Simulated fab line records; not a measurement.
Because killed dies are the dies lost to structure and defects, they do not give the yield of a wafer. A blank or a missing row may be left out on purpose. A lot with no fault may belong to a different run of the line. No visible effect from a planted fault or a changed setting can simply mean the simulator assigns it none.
fab line records	flow gf180mcu	part 1 of 2: steps 1 to 27 of 39
record: lots: 5	wafers: 15	last-day: 34
route steps=602 shown HV_LDD@221 NSD@235 PSD@248
lots untouched by any fault: they come from a run of this same line in which no faults occurred
start-h: the number of hours between the record's first day and the start of the first shown wafer of the lot	wait-h: hours elapsed since this lot's preceding step	" the same as in the row above	L1.1+2: a single row standing in for several wafers	- no value present, or no start provided	* or withheld: withheld	< > ~ a bound
route shown NAME@n: NAME is a module with steps in the file, n the number in the route of the first one	usual: the fault-free wafers' mean and standard deviation	same: alike in all rows	chamber/n: place in a boat	sites: the reading at each site	_std_site: standard deviation of those values	_edge_site: outer sites' mean less inner sites'	radius-mm: for every site, how far away it sits from the centre of the wafer	mask NAME#n: copy n	behind: tool/chamber where the wafer was last shaped	hold: what put the lot on hold/how long, in hours/how the hold closed	device: the transistor (n, p or np) that didn't switch	end of line: tests of these same wafers at the route's end	step lacking rows: just its recipe	killed: the dies lost at the first sort to structure and to defects; this is not the yield of the wafer	map: per-die view of a wafer (x killed, . not killed, _ where there is no die)
set.NAME: the setting the step ran with; set.NAME@STEP: the setting that earlier step ran with	model.NAME: the simulator's own value behind a step, which no gauge read
lots seen at some steps along the route; tables by step, rows by wafer
services: a tool's chamber out of use, with start hour (start-h, from the record's first day; less than 0 if before it), hours out, and reason
== steps ==
step: GF_HV_LDD_DEVELOP_45
recipe: develop-time-s: 60	dev-temp-c: 23
lot.wafer	tool	chamber	start-h	wait-h
L076.2+5+6	litho-track-03	0	284.13	0.1
L077.1+4+6	litho-track-04	0	291.41	0.1
L078.3+5+6	litho-track-04	0	295.46	0.1
L088.2+4+5	litho-track-01	0	393.42	0.1
L096.1+3+6	litho-track-01	0	453.60	0.1
step: GF_HV_LDD_CD_MEAS_46
recipe: target-cd-nm: 400
usual: cd-nm: 399.4/2.1
lot.wafer	tool	chamber	start-h	wait-h	cd-nm
L076.2	cd-sem-02	-	284.27	0.1	400.2
L076.5	"	-	"	"	400.8
L076.6	"	-	"	"	398.8
L077.1	cd-sem-01	-	291.56	0.1	398.3
L077.4	"	-	"	"	399.7
L077.6	"	-	"	"	400.7
L078.3	cd-sem-02	-	295.60	0.1	397.0
L078.5	"	-	"	"	399.5
L078.6	"	-	"	"	398.2
L088.2	cd-sem-01	-	393.57	0.1	403.3
L088.4	"	-	"	"	403.3
L088.5	"	-	"	"	403.5
L096.1	cd-sem-01	-	453.75	0.1	401.8
L096.3	"	-	"	"	399.0
L096.6	"	-	"	"	401.9
step: GF_HV_LDD_OVL_MEAS_47
usual: HV_LDD_03_OVL: 0.1/1.6
lot.wafer	tool	chamber	start-h	wait-h	HV_LDD_03_OVL[nm]
L076.2	overlay-02	-	284.38	0.1	0.9
L076.5	"	-	"	"	-1.3
L076.6	"	-	"	"	1.6
L077.1	overlay-02	-	291.68	0.1	-2.3
L077.4	"	-	"	"	-3.2
L077.6	"	-	"	"	-0.8
L078.3	overlay-02	-	295.70	0.1	-0.1
L078.5	"	-	"	"	-0.1
L078.6	"	-	"	"	2.8
L088.2	overlay-02	-	393.68	0.1	-1.1
L088.4	"	-	"	"	-1.1
L088.5	"	-	"	"	-1.0
L096.1	overlay-01	-	453.87	0.1	1.7
L096.3	"	-	"	"	-0.7
L096.6	"	-	"	"	1.0
step: GF_HV_LDD_IMPLANT_48
recipe: species: B	energy-kev: 25	dose-cm2: 3e+13	tilt-deg: 7
lot.wafer	tool	chamber	start-h	wait-h
L076.2+5+6	implanter-02	0	284.44	0.0
L077.1+4+6	implanter-03	0	291.71	0.0
L078.3+5+6	implanter-03	0	295.77	0.1
L088.2+4+5	implanter-01	0	393.73	0.0
L096.1+3+6	implanter-03	0	453.90	0.0
step: GF_HV_LDD_STRIP_49
recipe: chemistry: O2/N2	power-w: 1400	pressure-mtorr: 1500	platen-temp-c: 250	o2-flow-sccm: 3000	n2-flow-sccm: 300	overash-fraction: 0.5
usual: drypump-motor-current-A: 5.7/0.39	heater-power-w: 336/23	oes-product-au: 0.716/0.0048	strip-time-to-endpoint-s: 12.62/0.03
lot.wafer	tool	chamber	start-h	wait-h	drypump-motor-current-A	heater-power-w	oes-product-au	rf-hours-counter-h	strip-time-to-endpoint-s
L076.2	plasma-asher-01	0	284.56	0.1	5.6	348	0.717	48	12.63
L076.5	"	0	"	"	5.6	350	0.715	-	12.60
L076.6	"	1	"	"	6.1	346	0.713	-	12.62
L077.1	plasma-asher-01	0	291.86	0.1	5.6	345	0.711	49	12.63
L077.4	"	1	"	"	6.1	342	0.716	-	12.64
L077.6	"	1	"	"	6.1	356	0.713	-	12.58
L078.3	plasma-asher-02	1	295.91	0.1	5.9	312	0.713	-	12.67
L078.5	"	1	"	"	6.0	304	0.718	-	12.64
L078.6	"	0	"	"	5.3	361	0.715	-	12.64
L088.2	plasma-asher-04	0	393.86	0.1	5.0	339	0.714	74	12.65
L088.4	"	0	"	"	5.0	335	0.712	-	12.66
L088.5	"	1	"	"	6.0	295	0.712	-	12.63
L096.1	plasma-asher-02	0	454.05	0.1	5.3	358	0.716	75	12.63
L096.3	"	0	"	"	5.3	363	0.713	-	12.63
L096.6	"	1	"	"	6.0	310	0.718	-	12.64
step: GF_HV_LDD_TW_MEAS_50
usual: HV_LDD_4_TW: 569/5.3
lot.wafer	tool	chamber	start-h	wait-h	HV_LDD_4_TW
L076.2	film-metro-02	-	284.67	0.1	562
L076.5	"	-	"	"	558
L076.6	"	-	"	"	559
L077.1	film-metro-01	-	291.96	0.1	567
L077.4	"	-	"	"	569
L077.6	"	-	"	"	565
L078.3	film-metro-01	-	295.99	0.1	566
L078.5	"	-	"	"	568
L078.6	"	-	"	"	571
L088.2	film-metro-01	-	393.97	0.1	564
L088.4	"	-	"	"	565
L088.5	"	-	"	"	565
L096.1	film-metro-03	-	454.15	0.1	576
L096.3	"	-	"	"	571
L096.6	"	-	"	"	572
step: GF_HV_LDD_CLEAN_51
recipe: chemistry: SC1/SC2	mix: 1:4:20	temp-c: 70	time-s: 150	dry: n2-spin
usual: bath-guard-temp-C: 70.0/0.49
same: time-s: 150
lot.wafer	tool	chamber	start-h	wait-h	bath-guard-temp-C
L076.2	wet-bench-04	1	284.72	0.0	70.6
L076.5	"	1	"	"	70.6
L076.6	"	1	"	"	70.3
L077.1	wet-bench-01	3	292.02	0.1	70.1
L077.4	"	3	"	"	70.1
L077.6	"	3	"	"	70.1
L078.3	wet-bench-03	3	296.03	0.0	70.1
L078.5	"	3	"	"	70.4
L078.6	"	3	"	"	69.8
L088.2	wet-bench-03	3	394.02	0.0	70.3
L088.4	"	3	"	"	70.6
L088.5	"	3	"	"	70.3
L096.1	wet-bench-04	1	454.21	0.1	70.5
L096.3	"	1	"	"	70.4
L096.6	"	1	"	"	70.6
step: GF_HV_LDD_RTA_52
recipe: temp-c: 1000	time-s: 10	ambient: N2
usual: chamber-o2-ppm: 1.998/0.025	lamp-power-pct: 33.6/0.32	wafer_temp_C_max: 1003.7/0.82
same: time-s: 10
lot.wafer	tool	chamber	start-h	wait-h	chamber-o2-ppm	lamp-power-pct	wafer_temp_C_max
L076.2	rtp-anneal-02	0	284.78	0.0	2.000	33.3	1003.8
L076.5	"	0	"	"	2.000	33.4	1003.4
L076.6	"	0	"	"	1.997	33.4	1004.5
L077.1	rtp-anneal-02	0	292.07	0.0	2.008	33.4	1002.7
L077.4	"	0	"	"	1.998	33.4	1004.1
L077.6	"	0	"	"	1.993	33.4	1004.2
L078.3	rtp-anneal-02	0	296.11	0.0	1.986	33.4	1003.4
L078.5	"	0	"	"	2.008	33.4	1004.2
L078.6	"	0	"	"	1.971	33.4	1002.7
L088.2	rtp-anneal-01	0	394.08	0.0	2.021	34.0	1002.1
L088.4	"	0	"	"	2.041	33.9	1003.5
L088.5	"	0	"	"	2.048	34.0	1004.5
L096.1	rtp-anneal-01	0	454.27	0.0	1.970	34.0	1002.6
L096.3	"	0	"	"	1.997	34.0	1003.2
L096.6	"	0	"	"	1.993	34.0	1003.2
step: GF_HV_LDD_RS_MEAS_53
recipe: thk-meas-gauge: four-point-probe
usual: HV_LDD_RS: 418.4/1
lot.wafer	tool	chamber	start-h	wait-h	HV_LDD_RS[ohm/sq]
L076.2	film-metro-03	-	284.86	0.1	418.8
L076.5	"	-	"	"	417.5
L076.6	"	-	"	"	419.0
L077.1	film-metro-03	-	292.14	0.1	419.8
L077.4	"	-	"	"	418.0
L077.6	"	-	"	"	417.6
L078.3	film-metro-01	-	296.30	0.2	419.6
L078.5	"	-	"	"	421.3
L078.6	"	-	"	"	419.1
L088.2	film-metro-03	-	394.15	0.1	419.4
L088.4	"	-	"	"	418.7
L088.5	"	-	"	"	418.4
L096.1	film-metro-01	-	454.34	0.1	418.9
L096.3	"	-	"	"	418.3
L096.6	"	-	"	"	418.0
step: GF_HV_LDD_CVD_54
recipe: material: SiO2	target-thk-nm: 10	precursor: TEOS	temp-c: 680	time-s: 75	pressure-mtorr: 400
usual: pressure-mtorr: 399.9/0.82	zone-power-bottom-pct: 15.7/1.8
same: time-s: 75
lot.wafer	tool	chamber	start-h	wait-h	pressure-mtorr	zone-power-bottom-pct
L076.2	lpcvd-02	1	284.96	0.1	401.6	14.8
L076.5	"	1	"	"	399.6	15.3
L076.6	"	1	"	"	398.9	15.6
L077.1	lpcvd-01	0	293.52	1.4	401.0	14.2
L077.4	"	0	"	"	399.7	14.2
L077.6	"	0	"	"	401.3	14.1
L078.3	lpcvd-01	0	296.38	0.1	398.0	14.6
L078.5	"	0	"	"	400.4	14.3
L078.6	"	0	"	"	399.6	14.4
L088.2	lpcvd-02	1	396.92	2.7	399.6	15.0
L088.4	"	1	"	"	399.6	14.9
L088.5	"	1	"	"	400.0	15.4
L096.1	lpcvd-01	0	454.46	0.1	400.0	14.2
L096.3	"	0	"	"	400.2	13.8
L096.6	"	0	"	"	399.6	14.0
step: GF_HV_LDD_THK_MEAS_55
recipe: reads: SiO2_of_HV_LDD_CVD_54
usual: HV_LDD_CVD_54_THK: 9.91/0.16
lot.wafer	tool	chamber	start-h	wait-h	HV_LDD_CVD_54_THK[nm]
L076.2	film-metro-02	-	286.50	0.0	9.71
L076.5	"	-	"	"	9.74
L076.6	"	-	"	"	9.62
L077.1	film-metro-03	-	294.54	0.0	10.10
L077.4	"	-	"	"	10.03
L077.6	"	-	"	"	10.05
L078.3	film-metro-03	-	297.42	0.0	10.22
L078.5	"	-	"	"	10.13
L078.6	"	-	"	"	10.02
L088.2	film-metro-02	-	397.95	0.0	10.01
L088.4	"	-	"	"	10.06
L088.5	"	-	"	"	10.01
L096.1	film-metro-03	-	455.48	0.0	10.06
L096.3	"	-	"	"	10.07
L096.6	"	-	"	"	10.04
step: GF_HV_LDD_CVD_56
recipe: material: Si3N4	precursor: DCS/NH3	target-thk-nm: 90	temp-c: 770	time-s: 1543	pressure-mtorr: 250
usual: pressure-mtorr: 250.0/0.58	zone-power-bottom-pct: 20.8/2.4
same: time-s: 1543
lot.wafer	tool	chamber	start-h	wait-h	pressure-mtorr	zone-power-bottom-pct
L076.2	lpcvd-01	0	286.55	0.0	249.9	18.1
L076.5	"	0	"	"	250.3	18.0
L076.6	"	0	"	"	250.6	18.0
L077.1	lpcvd-01	0	294.60	0.1	251.0	18.2
L077.4	"	0	"	"	250.2	17.8
L077.6	"	0	"	"	249.9	18.1
L078.3	lpcvd-01	1	297.46	0.0	249.8	24.5
L078.5	"	1	"	"	250.4	24.0
L078.6	"	1	"	"	250.7	24.0
L088.2	lpcvd-02	1	399.93	2.0	250.0	19.6
L088.4	"	1	"	"	249.8	19.6
L088.5	"	1	"	"	250.6	19.5
L096.1	lpcvd-02	1	455.54	0.1	249.5	19.6
L096.3	"	1	"	"	249.6	19.6
L096.6	"	1	"	"	248.7	19.2
step: GF_HV_LDD_THK_MEAS_57
recipe: reads: Si3N4_of_HV_LDD_CVD_56
usual: HV_LDD_CVD_56_THK: 89.8/0.75
lot.wafer	tool	chamber	start-h	wait-h	HV_LDD_CVD_56_THK[nm]
L076.2	film-metro-02	-	287.99	0.0	91.1
L076.5	"	-	"	"	90.3
L076.6	"	-	"	"	89.9
L077.1	film-metro-02	-	296.03	0.0	89.9
L077.4	"	-	"	"	88.8
L077.6	"	-	"	"	90.8
L078.3	film-metro-03	-	298.91	0.0	90.8
L078.5	"	-	"	"	91.1
L078.6	"	-	"	"	90.4
L088.2	film-metro-03	-	401.37	0.0	89.1
L088.4	"	-	"	"	88.0
L088.5	"	-	"	"	87.9
L096.1	film-metro-02	-	456.97	0.0	89.8
L096.3	"	-	"	"	89.6
L096.6	"	-	"	"	89.9
step: GF_HV_LDD_ETCHBACK_58
recipe: chemistry: CH3F/O2	target: Si3N4	stop-on: SiO2	source-w: 400	bias-w: 80	pressure-mtorr: 25	ch3f-flow-sccm: 40	O2_flow_sccm: 30	time-s: 100	target-depth-a: 900
usual: O2_flow_sccm: 30.01/0.091	drypump-motor-current-A: 5.8/0.3	oes-product-au: 0.842/0.0058	throttle-valve-pct: 10.562/0.0095
same: time-s: 100
lot.wafer	tool	chamber	start-h	wait-h	O2_flow_sccm	drypump-motor-current-A	oes-product-au	rf-hours-counter-h	throttle-valve-pct
L076.2	rie-diel-03	0	288.04	0.0	30.09	5.7	0.846	12	10.567
L076.5	"	2	"	"	29.94	5.4	0.847	-	10.568
L076.6	"	3	"	"	30.08	5.2	0.845	-	10.564
L077.1	rie-diel-04	2	296.09	0.1	30.00	6.1	0.836	11	10.542
L077.4	"	0	"	"	30.00	6.0	0.834	14	10.565
L077.6	"	3	"	"	30.01	5.7	0.849	-	10.565
L078.3	rie-diel-04	1	298.95	0.0	29.90	5.7	0.851	62	10.569
L078.5	"	1	"	"	30.01	5.6	0.845	-	10.551
L078.6	"	2	"	"	30.00	6.1	0.852	-	10.560
L088.2	rie-diel-03	3	401.42	0.0	29.92	5.2	0.835	2	10.561
L088.4	"	0	"	"	30.13	5.7	0.832	15	10.556
L088.5	"	2	"	"	30.02	5.3	0.836	-	10.565
L096.1	rie-diel-04	2	457.03	0.1	30.14	6.1	0.844	15	10.573
L096.3	"	0	"	"	30.05	6.0	0.841	18	10.557
L096.6	"	3	"	"	30.00	5.8	0.848	-	10.560
step: GF_NSD_DEHYDRATE_00
recipe: temp-c: 200	time-s: 60
usual: heater-power-total-W: 160.38/0.12	plate-temp-C: 199.96/0.16
same: time-s: 60
lot.wafer	tool	chamber	start-h	wait-h	heater-power-total-W	plate-temp-C
L076.2	litho-track-04	0	297.28	9.2	160.42	200.00
L076.5	"	0	"	"	160.41	199.81
L076.6	"	0	"	"	160.27	199.87
L077.1	litho-track-03	0	305.45	9.3	160.40	199.72
L077.4	"	0	"	"	160.36	199.56
L077.6	"	0	"	"	160.60	199.73
L078.3	litho-track-02	0	308.16	9.2	160.53	199.95
L078.5	"	0	"	"	160.36	199.98
L078.6	"	0	"	"	160.26	200.09
L088.2	litho-track-04	0	412.38	10.9	160.22	199.77
L088.4	"	0	"	"	160.23	200.02
L088.5	"	0	"	"	160.50	199.87
L096.1	litho-track-04	0	468.40	11.3	160.20	200.01
L096.3	"	0	"	"	160.43	199.98
L096.6	"	0	"	"	160.52	199.86
step: GF_NSD_HMDS_01
recipe: prime-time-s: 60	prime-temp-c: 120
lot.wafer	tool	chamber	start-h	wait-h
L076.2+5+6	litho-track-04	0	297.43	0.1
L077.1+4+6	litho-track-03	0	305.60	0.1
L078.3+5+6	litho-track-02	0	308.31	0.1
L088.2+4+5	litho-track-04	0	412.53	0.1
L096.1+3+6	litho-track-04	0	468.55	0.1
step: GF_NSD_COAT_02
recipe: resist: NOVOLAK	spin-rpm: 3000	resist-thk-nm: 1000
lot.wafer	tool	chamber	start-h	wait-h
L076.2+5+6	litho-track-04	0	297.58	0.1
L077.1+4+6	litho-track-03	0	305.75	0.1
L078.3+5+6	litho-track-02	0	308.46	0.1
L088.2+4+5	litho-track-04	0	412.68	0.1
L096.1+3+6	litho-track-04	0	468.70	0.1
step: GF_NSD_SOFTBAKE_03
recipe: temp-c: 90	time-s: 60	resist: NOVOLAK
usual: heater-power-total-W: 56.60/0.043	plate-temp-C: 89.97/0.12
same: time-s: 60
lot.wafer	tool	chamber	start-h	wait-h	heater-power-total-W	plate-temp-C
L076.2	litho-track-04	0	297.73	0.1	56.51	90.00
L076.5	"	0	"	"	56.60	89.79
L076.6	"	0	"	"	56.62	89.90
L077.1	litho-track-03	0	305.90	0.1	56.61	90.13
L077.4	"	0	"	"	56.62	90.15
L077.6	"	0	"	"	56.56	89.80
L078.3	litho-track-02	0	308.61	0.1	56.65	89.99
L078.5	"	0	"	"	56.62	90.16
L078.6	"	0	"	"	56.58	89.94
L088.2	litho-track-04	0	412.83	0.1	56.61	89.81
L088.4	"	0	"	"	56.59	90.04
L088.5	"	0	"	"	56.60	89.96
L096.1	litho-track-04	0	468.85	0.1	56.58	89.91
L096.3	"	0	"	"	56.61	89.92
L096.6	"	0	"	"	56.65	90.02
step: GF_NSD_EXPOSE_04
recipe: mask-id: Nplus	target-cd-nm: 400	na: 0.6	source-shape: conventional	sigma-outer: 0.6	dose-mj: 140
same: sigma-outer: 0.6
lot.wafer	tool	chamber	start-h	wait-h	mask
L076.2+5+6	iline-stepper-02	0	-	-	Nplus#0
L077.1+4+6	iline-stepper-02	0	-	-	Nplus#0
L078.3+5+6	iline-stepper-02	0	-	-	Nplus#0
L088.2+4+5	iline-stepper-01	0	-	-	Nplus#0
L096.1+3+6	iline-stepper-01	0	-	-	Nplus#0
step: GF_NSD_PEB_05
recipe: temp-c: withheld	time-s: *	resist: NOVOLAK
same: time-s: *
lot.wafer	tool	chamber	start-h	wait-h
L076.2+5+6	litho-track-03	0	-	-
L077.1+4+6	litho-track-03	0	-	-
L078.3+5+6	litho-track-04	0	-	-
L088.2+4+5	litho-track-02	0	-	-
L096.1+3+6	litho-track-04	0	-	-
step: GF_NSD_DEVELOP_06
recipe: develop-time-s: 60	dev-temp-c: 23
lot.wafer	tool	chamber	start-h	wait-h
L076.2+5+6	litho-track-03	0	307.63	0.1
L077.1+4+6	litho-track-03	0	315.85	0.1
L078.3+5+6	litho-track-04	0	318.30	0.1
L088.2+4+5	litho-track-02	0	425.13	0.1
L096.1+3+6	litho-track-04	0	480.65	0.1
step: GF_NSD_CD_MEAS_07
recipe: target-cd-nm: 400
usual: cd-nm: 399.8/2.2
lot.wafer	tool	chamber	start-h	wait-h	cd-nm
L076.2	cd-sem-01	-	307.77	0.1	400.0
L076.5	"	-	"	"	400.0
L076.6	"	-	"	"	399.3
L077.1	cd-sem-01	-	316.00	0.1	399.9
L077.4	"	-	"	"	398.5
L077.6	"	-	"	"	400.5
L078.3	cd-sem-01	-	318.44	0.1	400.6
L078.5	"	-	"	"	402.2
L078.6	"	-	"	"	399.8
L088.2	cd-sem-02	-	425.28	0.1	397.6
L088.4	"	-	"	"	400.3
L088.5	"	-	"	"	399.7
L096.1	cd-sem-02	-	480.80	0.1	401.2
L096.3	"	-	"	"	400.7
L096.6	"	-	"	"	402.1
step: GF_NSD_OVL_MEAS_08
usual: NSD_OVL: -0.2/1.4
lot.wafer	tool	chamber	start-h	wait-h	NSD_OVL[nm]
L076.2	overlay-02	-	307.88	0.1	-1.5
L076.5	"	-	"	"	-0.9
L076.6	"	-	"	"	-2.2
L077.1	overlay-02	-	316.12	0.1	-0.2
L077.4	"	-	"	"	-1.4
L077.6	"	-	"	"	0.2
L078.3	overlay-02	-	318.54	0.1	-2.6
L078.5	"	-	"	"	0.1
L078.6	"	-	"	"	-1.9
L088.2	overlay-02	-	425.38	0.1	-0.1
L088.4	"	-	"	"	1.0
L088.5	"	-	"	"	0.3
L096.1	overlay-01	-	480.92	0.1	-2.5
L096.3	"	-	"	"	-1.5
L096.6	"	-	"	"	-3.7
step: GF_NSD_IMPLANT_09
recipe: species: As	energy-kev: 60	dose-cm2: 4e+15	tilt-deg: 7.367
lot.wafer	tool	chamber	start-h	wait-h
L076.2+5+6	implanter-03	0	307.94	0.0
L077.1+4+6	implanter-02	0	316.16	0.0
L078.3+5+6	implanter-02	0	318.61	0.1
L088.2+4+5	implanter-04	0	425.44	0.0
L096.1+3+6	implanter-04	0	480.96	0.0
step: GF_NSD_IMPLANT_10
recipe: species: P	energy-kev: 40	dose-cm2: 5e+14	tilt-deg: 7
lot.wafer	tool	chamber	start-h	wait-h
L076.2+5+6	implanter-03	0	308.09	0.1
L077.1+4+6	implanter-02	0	316.31	0.1
L078.3+5+6	implanter-02	0	318.76	0.1
L088.2+4+5	implanter-04	0	425.59	0.1
L096.1+3+6	implanter-04	0	481.11	0.1
step: GF_NSD_STRIP_11
recipe: chemistry: O2/N2	power-w: 1400	pressure-mtorr: 1500	platen-temp-c: 250	o2-flow-sccm: 3000	n2-flow-sccm: 300	overash-fraction: 0.5
usual: drypump-motor-current-A: 5.4/0.49	heater-power-w: 333/20	oes-product-au: 0.487/0.0047	strip-time-to-endpoint-s: 22.96/0.046
lot.wafer	tool	chamber	start-h	wait-h	drypump-motor-current-A	heater-power-w	oes-product-au	rf-hours-counter-h	strip-time-to-endpoint-s
L076.2	plasma-asher-03	0	308.21	0.1	4.6	314	0.482	19	22.97
L076.5	"	1	"	"	5.2	309	0.482	-	22.97
L076.6	"	0	"	"	4.7	320	0.492	-	22.94
L077.1	plasma-asher-02	0	316.46	0.1	5.2	363	0.488	61	22.95
L077.4	"	0	"	"	5.3	368	0.490	-	23.00
L077.6	"	0	"	"	5.2	374	0.484	-	23.02
L078.3	plasma-asher-01	0	318.89	0.1	5.6	334	0.488	-	22.92
L078.5	"	1	"	"	6.1	338	0.482	-	22.93
L078.6	"	0	"	"	5.6	340	0.491	-	22.94
L088.2	plasma-asher-03	1	425.71	0.1	5.2	312	0.482	31	22.95
L088.4	"	1	"	"	5.2	311	0.495	-	22.95
L088.5	"	1	"	"	5.2	316	0.485	-	22.95
L096.1	plasma-asher-02	1	481.26	0.1	5.9	307	0.486	79	22.93
L096.3	"	1	"	"	5.9	319	0.492	-	22.89
L096.6	"	1	"	"	5.9	314	0.483	-	22.89
step: GF_NSD_TW_MEAS_12
usual: NSD_TW: 4204/37
lot.wafer	tool	chamber	start-h	wait-h	NSD_TW
L076.2	film-metro-02	-	308.32	0.1	4165
L076.5	"	-	"	"	4177
L076.6	"	-	"	"	4137
L077.1	film-metro-02	-	316.56	0.1	4190
L077.4	"	-	"	"	4173
L077.6	"	-	"	"	4173
L078.3	film-metro-02	-	318.98	0.1	4168
L078.5	"	-	"	"	4169
L078.6	"	-	"	"	4182
L088.2	film-metro-02	-	425.82	0.1	4194
L088.4	"	-	"	"	4208
L088.5	"	-	"	"	4186
L096.1	film-metro-04	-	481.36	0.1	4209
L096.3	"	-	"	"	4208
L096.6	"	-	"	"	4198
